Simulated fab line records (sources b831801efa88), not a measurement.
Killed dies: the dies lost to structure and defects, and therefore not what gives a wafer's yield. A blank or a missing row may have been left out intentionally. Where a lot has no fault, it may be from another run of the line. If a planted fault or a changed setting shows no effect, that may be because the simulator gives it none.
fab line records	flow sky130
[record] lots = 11	wafers = 33	last-day = 50
route steps=708 shown VIA1@482 METAL2@485 VIA2@528 CAPM@537
lots that met no fault: taken from a fault-free run of the same line
start-h: start of the lot's first displayed wafer, in hours after the record's first day	wait-h: hours from the lot's prior step to this one	" unchanged from the row above	L1.1+2: a single row standing in for several wafers	- value missing, or start not given	* or withheld: withheld	< > ~ a bound
route shown NAME@n: names a module that has steps shown in the file, with the first one's number in the route	usual: average and standard deviation across the fault-free wafers	same: alike in all rows	chamber/n: place in a boat	sites: the reading at each site	_std_site: how widely they spread, as a standard deviation	_edge_site: the outer-site mean with the inner-site mean subtracted	radius-mm: for every site, how far away it sits from the centre of the wafer	mask NAME#n: copy n	behind: the most recent tool/chamber to have shaped the wafer	hold: the reason the lot was held/the length of the hold in hours/how it ended	device: transistor that didn't switch, given as n, p or np	end of line: tests of these same wafers at the route's end	a step without rows: its recipe alone	killed: count of dies lost to structure and defects at first sort (not the wafer's yield)	map: dies across one wafer; x = killed, . = not, _ = none there
set.NAME: setting as actually run; set.NAME@STEP: the setting as run at that earlier step	model.NAME: the simulator's own value behind a step, which no gauge read
a sample of lots followed through the steps of the route, with each step as a table and each wafer as a row
services: the hour from which a tool's chamber was out of use, counted from the record's first day as start-h (under 0 if before that day), plus the number of hours and why
[[steps]]
[step SKY_VIA1_CMP_24]
[recipe] stop-on = SiO2	t-overpolish-s = 15	down-force-psi = 3.5	platen-rpm = 60	target-thk-nm = 0	pad-velocity-m-s = 0.94248
[usual] motor-current-A = 11.5/1.3	overpolish-run-s = 14.999/0.0093	platen-rpm = 60.00/0.037	retaining-ring-pressure-frac = 1.000/0.0048	time-to-endpoint-s = 65/3
lot.wafer	tool	chamber	start-h	wait-h	motor-current-A	overpolish-run-s	platen-rpm	retaining-ring-pressure-frac	time-to-endpoint-s
L758.4	cmp-01	3	781.02	0.2	10.9	15.007	59.99	1.001	71
L758.1	"	1	"	"	11.6	14.998	59.93	0.996	66
L758.5	"	3	"	"	10.9	15.014	60.03	1.000	69
L760.2	cmp-02	3	796.55	0.0	11.2	15.015	59.99	0.997	69
L760.4	"	2	"	"	14.0	14.985	60.02	1.011	64
L760.6	"	3	"	"	11.7	15.003	60.04	0.996	68
L763.3	cmp-01	3	829.52	0.0	11.5	14.997	59.98	1.005	66
L763.1	"	1	"	"	12.1	15.000	60.02	1.008	65
L763.6	"	0	"	"	12.5	15.008	59.93	1.002	59
L764.1	cmp-01	3	836.77	0.1	11.0	15.002	60.07	0.999	68
L764.4	"	0	"	"	13.7	14.981	59.95	0.999	61
L764.3	"	1	"	"	12.0	14.995	59.93	0.996	69
L765.2	cmp-01	2	838.45	0.0	10.6	14.992	59.94	0.996	67
L765.3	"	1	"	"	11.6	14.982	59.98	1.011	65
L765.6	"	2	"	"	10.7	14.993	60.04	0.997	66
L766.3	cmp-01	1	851.96	0.0	12.0	14.984	60.03	0.989	65
L766.1	"	2	"	"	10.8	14.999	60.02	0.996	64
L766.2	"	0	"	"	12.6	15.004	60.07	1.001	56
L767.3	cmp-02	3	855.62	0.1	11.5	14.985	60.00	1.007	65
L767.1	"	0	"	"	10.8	14.999	60.04	0.992	64
L767.6	"	2	"	"	13.4	15.004	60.02	1.005	62
L768.1	cmp-02	1	870.22	0.1	9.5	15.015	59.96	0.999	69
L768.3	"	0	"	"	9.9	14.995	59.96	0.989	64
L768.6	"	2	"	"	13.0	15.007	60.00	1.004	64
L773.3	cmp-02	1	900.70	0.2	9.7	15.009	59.94	0.994	66
L773.1	"	3	"	"	11.2	15.000	59.98	0.996	67
L773.6	"	2	"	"	13.5	14.988	60.03	1.002	63
L778.2	cmp-02	1	972.41	0.0	9.6	14.999	60.01	1.003	70
L778.4	"	3	"	"	12.2	15.011	60.07	0.999	67
L778.3	"	0	"	"	10.0	14.994	60.01	1.002	65
L780.2	cmp-01	0	973.18	0.2	12.7	15.011	59.89	0.991	60
L780.1	"	1	"	"	11.7	14.994	59.94	1.000	67
L780.5	"	0	"	"	12.4	15.004	59.90	0.992	60
[step SKY_METAL2_SPUTTER_02]
[recipe] material = AlCu	target-thk-nm = 250	power-w = 10600	time-s = 13.3	chamber-pressure-pa = 0.4
[usual] throttle-valve-pct = 30.4/1.1
lot.wafer	tool	chamber	start-h	wait-h	throttle-valve-pct
L758.1	pvd-sputter-04	-	781.32	0.0	29.3
L758.4	"	-	"	"	29.5
L758.5	"	-	"	"	30.5
L760.2	pvd-sputter-01	-	796.90	0.0	30.0
L760.4	"	-	"	"	31.0
L760.6	"	-	"	"	31.2
L763.1	pvd-sputter-01	-	829.87	0.0	31.0
L763.3	"	-	"	"	31.1
L763.6	"	-	"	"	30.9
L764.1	pvd-sputter-02	-	837.07	0.0	31.3
L764.3	"	-	"	"	30.0
L764.4	"	-	"	"	28.1
L765.2	pvd-sputter-02	-	838.80	0.0	31.1
L765.3	"	-	"	"	30.1
L765.6	"	-	"	"	30.1
L766.1	pvd-sputter-01	-	852.31	0.0	31.2
L766.2	"	-	"	"	30.0
L766.3	"	-	"	"	30.9
L767.1	pvd-sputter-01	-	855.87	0.0	30.8
L767.3	"	-	"	"	30.9
L767.6	"	-	"	"	31.0
L768.1	pvd-sputter-02	-	870.57	0.0	30.1
L768.3	"	-	"	"	31.2
L768.6	"	-	"	"	31.1
L773.1	pvd-sputter-04	-	901.04	0.0	32.4
L773.3	"	-	"	"	29.7
L773.6	"	-	"	"	29.7
L778.2	pvd-sputter-01	-	972.76	0.0	31.2
L778.3	"	-	"	"	30.2
L778.4	"	-	"	"	31.0
L780.1	pvd-sputter-02	-	973.48	0.0	28.3
L780.2	"	-	"	"	29.9
L780.5	"	-	"	"	28.0
[step SKY_VIA2_CVD_21]
[recipe] material = W	target-thk-nm = 420	time-s = 126.4	temp-c = 400	pressure-torr = 40
[usual] chamber-pressure-Torr = 39.99/0.089	heater-power-w = 810/88
lot.wafer	tool	chamber	start-h	wait-h	chamber-pressure-Torr	heater-power-w
L758.1	cvd-w-01	0	837.14	0.0	40.11	906
L758.4	"	0	"	"	40.12	898
L758.5	"	1	"	"	39.98	954
L760.2	cvd-w-02	0	851.12	0.0	40.04	768
L760.4	"	1	"	"	40.03	716
L760.6	"	0	"	"	39.95	757
L763.1	cvd-w-01	0	884.39	0.0	39.76	911
L763.3	"	1	"	"	39.99	979
L763.6	"	1	"	"	40.00	983
L764.1	cvd-w-02	0	891.63	0.0	40.07	780
L764.3	"	1	"	"	39.88	696
L764.4	"	0	"	"	40.04	773
L765.2	cvd-w-01	1	892.93	0.0	39.92	1008
L765.3	"	0	"	"	39.92	907
L765.6	"	1	"	"	40.05	965
L766.1	cvd-w-02	0	905.48	0.0	39.96	766
L766.2	"	1	"	"	39.98	696
L766.3	"	1	"	"	40.04	723
L767.1	cvd-w-02	0	909.63	0.0	40.05	770
L767.3	"	1	"	"	39.88	700
L767.6	"	1	"	"	40.03	702
L768.1	cvd-w-01	0	923.73	0.0	40.00	894
L768.3	"	0	"	"	39.87	843
L768.6	"	1	"	"	39.88	899
L773.1	cvd-w-02	1	954.28	0.0	39.93	721
L773.3	"	0	"	"	40.04	773
L773.6	"	1	"	"	40.05	704
L778.2	cvd-w-01	0	1022.69	0.1	34.78	878
L778.3	"	0	"	"	34.60	877
L778.4	"	0	"	"	34.69	874
L780.1	cvd-w-01	0	1022.99	0.0	34.67	872
L780.2	"	0	"	"	34.61	888
L780.5	"	0	"	"	34.66	874
[step SKY_VIA2_RS_MEAS_22]
[recipe] thk-meas-gauge = four-point-probe	reads = W_of_VIA2_CVD_21+TiN_of_VIA2_SPUTTER_20
[usual] VIA2_W_RS = 0.2721/0.0027
lot.wafer	tool	chamber	start-h	wait-h	VIA2_W_RS[ohm/sq]
L758.1	film-metro-04	-	837.27	0.1	0.2677
L758.4	"	-	"	"	0.2752
L758.5	"	-	"	"	0.2717
L760.2	film-metro-02	-	851.27	0.1	0.2724
L760.4	"	-	"	"	0.2742
L760.6	"	-	"	"	0.2722
L763.1	film-metro-03	-	884.52	0.1	0.2721
L763.3	"	-	"	"	0.2724
L763.6	"	-	"	"	0.2705
L764.1	film-metro-02	-	891.76	0.1	0.2719
L764.3	"	-	"	"	0.2721
L764.4	"	-	"	"	0.2715
L765.2	film-metro-04	-	893.08	0.1	0.2722
L765.3	"	-	"	"	0.2741
L765.6	"	-	"	"	0.2714
L766.1	film-metro-03	-	905.61	0.1	0.2711
L766.2	"	-	"	"	0.2694
L766.3	"	-	"	"	0.2685
L767.1	film-metro-04	-	909.76	0.1	0.2702
L767.3	"	-	"	"	0.2711
L767.6	"	-	"	"	0.2677
L768.1	film-metro-03	-	923.86	0.1	0.2709
L768.3	"	-	"	"	0.2738
L768.6	"	-	"	"	0.2732
L773.1	film-metro-04	-	954.41	0.1	0.2683
L773.3	"	-	"	"	0.2717
L773.6	"	-	"	"	0.2680
L778.2	film-metro-03	-	1022.92	0.2	0.2944
L778.3	"	-	"	"	0.2960
L778.4	"	-	"	"	0.2988
L780.1	film-metro-02	-	1023.25	0.2	0.2952
L780.2	"	-	"	"	0.2933
L780.5	"	-	"	"	0.2943
[step SKY_VIA2_THK_MEAS_23]
[recipe] thk-meas-gauge = xrf	reads = W_of_VIA2_CVD_21
[usual] VIA2_W_THK = 430/7.2
lot.wafer	tool	chamber	start-h	wait-h	VIA2_W_THK[nm]
L758.1	film-metro-04	-	837.39	0.1	439
L758.4	"	-	"	"	427
L758.5	"	-	"	"	427
L760.2	film-metro-02	-	851.38	0.1	431
L760.4	"	-	"	"	430
L760.6	"	-	"	"	434
L763.1	film-metro-03	-	884.64	0.1	438
L763.3	"	-	"	"	435
L763.6	"	-	"	"	439
L764.1	film-metro-02	-	891.88	0.1	426
L764.3	"	-	"	"	424
L764.4	"	-	"	"	426
L765.2	film-metro-04	-	893.19	0.1	429
L765.3	"	-	"	"	422
L765.6	"	-	"	"	425
L766.1	film-metro-03	-	905.73	0.1	439
L766.2	"	-	"	"	441
L766.3	"	-	"	"	446
L767.1	film-metro-04	-	909.88	0.1	429
L767.3	"	-	"	"	430
L767.6	"	-	"	"	434
L768.1	film-metro-03	-	923.98	0.1	444
L768.3	"	-	"	"	434
L768.6	"	-	"	"	437
L773.1	film-metro-04	-	954.53	0.1	424
L773.3	"	-	"	"	421
L773.6	"	-	"	"	425
L778.2	film-metro-03	-	1023.03	0.1	403
L778.3	"	-	"	"	401
L778.4	"	-	"	"	396
L780.1	film-metro-02	-	1023.37	0.1	397
L780.2	"	-	"	"	398
L780.5	"	-	"	"	399
[step SKY_CAPM_CVD_00]
[recipe] material = SiO2	target-thk-nm = 15.5	temp-c = 400	time-s = withheld	rf-w = 450
[usual] heater-power-w = 697/100
lot.wafer	tool	chamber	start-h	wait-h	heater-power-w
L758.1	pecvd-03	0	837.90	0.0	925
L758.4	"	1	"	"	747
L758.5	"	0	"	"	913
L760.2	pecvd-03	1	851.89	0.0	706
L760.4	"	1	"	"	684
L760.6	"	0	"	"	943
L763.1	pecvd-01	2	888.02	0.0	612
L763.3	"	0	"	"	666
L763.6	"	2	"	"	621
L764.1	pecvd-03	2	892.40	0.0	787
L764.3	"	0	"	"	929
L764.4	"	1	"	"	612
L765.2	pecvd-02	0	893.69	0.0	498
L765.3	"	1	"	"	807
L765.6	"	1	"	"	819
L766.1	pecvd-01	1	906.24	0.0	712
L766.2	"	0	"	"	769
L766.3	"	2	"	"	631
L767.1	pecvd-01	1	910.39	0.0	670
L767.3	"	2	"	"	625
L767.6	"	2	"	"	615
L768.1	pecvd-01	0	925.00	0.0	772
L768.3	"	2	"	"	621
L768.6	"	0	"	"	769
L773.1	pecvd-02	2	955.04	0.0	669
L773.3	"	0	"	"	537
L773.6	"	0	"	"	536
L778.2	pecvd-01	2	1023.54	0.0	568
L778.3	"	1	"	"	666
L778.4	"	0	"	"	722
L780.1	pecvd-02	2	1023.89	0.0	679
L780.2	"	0	"	"	554
L780.5	"	0	"	"	553
[[services]]
tool	chamber	start-h	hours	kind
pecvd-01	-	765.03	1.2	repair
cmp-02	-	780.30	1.2	repair
cmp-01	-	786.33	5.1	pm
cmp-01	-	795.24	0.8	repair
cmp-01	-	796.11	2.8	repair
cvd-w-01	1	800.20	4.9	repair
cmp-02	-	800.65	1.4	repair
cmp-02	-	806.36	3.8	pm
cmp-02	-	823.11	11.2	repair
cmp-01	-	834.58	0.5	repair
cvd-w-01	0	854.62	10.7	repair
cmp-01	-	863.43	74.2	repair
cmp-02	-	883.65	3.6	repair
cvd-w-01	-	904.00	14.0	pm
cmp-01	-	911.60	1.1	repair
pvd-sputter-01	-	932.81	21.8	repair
pecvd-01	2	933.41	2.6	repair
cvd-w-02	-	933.90	1.6	repair
cmp-01	-	937.63	3.0	pm
cmp-01	-	938.76	2.1	repair
cmp-01	-	940.89	4.0	pm
cmp-01	-	962.84	2.2	repair
cvd-w-01	-	968.79	2.7	repair
cvd-w-01	1	1015.13	21.3	repair
[[key]]
[first-sign] step = SKY_VIA2_CVD_21	reading = chamber-pressure-Torr	direction = down	sigmas = 60	usual = 39.99	struck = 34.67
[effect] step = SKY_VIA2_RS_MEAS_22	reading = VIA2_W_RS	direction = up	sigmas = 8.5	usual = 0.2721	struck = 0.2953
[effect] step = SKY_VIA2_THK_MEAS_23	reading = VIA2_W_THK	direction = down	sigmas = 4.3	usual = 430	struck = 399
met-at SKY_VIA2_CVD_21
struck-lots L778,L780
struck-wafers L778.2,L778.3,L778.4,L780.1,L780.2,L780.5
not-acting-at SKY_VIA1_CMP_24,SKY_METAL2_SPUTTER_02,SKY_CAPM_CVD_00
onset-between 923.73 1022.69
[fault] kind = process-parameter-drift	tool = cvd-w-01	chamber = 0	onset-h = 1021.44	steps = SKY_VIA2_CVD_21	channel = pressure-torr	offset = -5.3718	shape = step	end-h = 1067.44	acts-in = these-recipes-only	stated = 40
